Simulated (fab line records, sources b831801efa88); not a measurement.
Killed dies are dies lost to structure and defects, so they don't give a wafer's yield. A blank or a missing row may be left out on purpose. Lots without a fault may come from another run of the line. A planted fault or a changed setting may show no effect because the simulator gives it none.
A struck lot beside a sound one | flow sky130 | 15 steps out of a route of 708
Sound: wafers L716.2, L716.3, L716.6. Struck: wafers L717.3, L717.4, L717.6. The cause comes at the end.
At each step with rows: each side's tool, then ch and its chambers, then its first start. Under that, the readings that differ: sound wafers | struck wafers | difference of the means | sigmas: that difference in standard deviations of wafers without a fault.
alike: readings whose means differ by less than 2 such deviations, and words and numbers that are the same on both sides. not compared: withheld readings, readings that some wafer has no value for, bounds like >300 that may hide the same value, and numbers for which the record gives no deviation and whose values overlap.
The two part at a step that has a row with sigmas, a row that says differs or no value, or rows on one side only. Numbers that don't overlap but have no deviation are shown without sigmas and don't part them. A reading that every wafer of one side lacks parts them only if that side has two wafers or more.

first, 3 steps without rows for these wafers: SKY_VT_ADJUST_HVTP_EXPOSE_04 (exposes mask HVTPM, target cd 380 nm); SKY_VT_ADJUST_HVTP_PEB_05; SKY_VT_ADJUST_HVTP_DEVELOP_06 (develop time 60 s).
SKY_VT_ADJUST_HVTP_CD_MEAS_07: target cd 380 nm.
  sound on cd_sem-01, day 6 06:10; struck on cd_sem-01, day 6 11:47
  reading    | sound             | struck            | difference | sigmas
  cd_nm (nm) | 379.9 381.9 381.4 | 375.3 376.5 376.6 | -4.9       | -3
SKY_VT_ADJUST_HVTP_OVL_MEAS_08:
  sound on overlay-02, day 6 06:16; struck on overlay-02, day 6 11:52
  alike: VT_ADJUST_HVTP_OVL
then, 1 step without rows for these wafers: SKY_VT_ADJUST_HVTP_IMPLANT_09.
SKY_VT_ADJUST_HVTP_STRIP_10: strips in O2/N2.
  sound on plasma_asher-04 ch 0,1, day 6 06:26; struck on plasma_asher-01 ch 0,1, day 6 12:05
  reading               | sound             | struck            | difference | sigmas
  oes_product_au (a.u.) | 0.722 0.723 0.716 | 0.712 0.713 0.708 | -0.009     | -2
  alike: chamber_pressure_mTorr, drypump_motor_current_A, strip_time_to_endpoint_s
  not compared: rf_hours_counter_h
SKY_VT_ADJUST_HVTP_TW_MEAS_11:
  sound on film_metro-04, day 6 06:33; struck on film_metro-03, day 6 12:10
  alike: VT_ADJUST_HVTP_TW
then, 4 steps without rows for these wafers: SKY_VT_ADJUST_LVTN_DEHYDRATE_00 (time 60 s); SKY_VT_ADJUST_LVTN_HMDS_01 (prime time 60 s); SKY_VT_ADJUST_LVTN_COAT_02 (resist thk 3000 nm); SKY_VT_ADJUST_LVTN_SOFTBAKE_03.
SKY_VT_ADJUST_LVTN_EXPOSE_04: exposes mask NWM COMPLEMENT LESS NATIVE, target cd 840 nm.
  sound on iline_stepper-01 ch 0, day 6 16:48; struck on iline_stepper-01 ch 0, day 6 22:04
  reading              | sound                | struck               | difference | sigmas
  exposure_dose_mJ_cm2 | 193.94 193.71 193.96 | 203.56 203.47 203.53 | +9.65      | +57
  alike: mask
then, 1 step without rows for these wafers: SKY_VT_ADJUST_LVTN_PEB_05.
SKY_PAD_OPEN_PROBE_99:
  the record has rows for the sound wafers here (prober-02, day 46 01:12) and none for the struck ones

WHERE THEY PART
First at SKY_VT_ADJUST_HVTP_CD_MEAS_07; last, within this record, at SKY_PAD_OPEN_PROBE_99.

WHY: what the simulator had put in
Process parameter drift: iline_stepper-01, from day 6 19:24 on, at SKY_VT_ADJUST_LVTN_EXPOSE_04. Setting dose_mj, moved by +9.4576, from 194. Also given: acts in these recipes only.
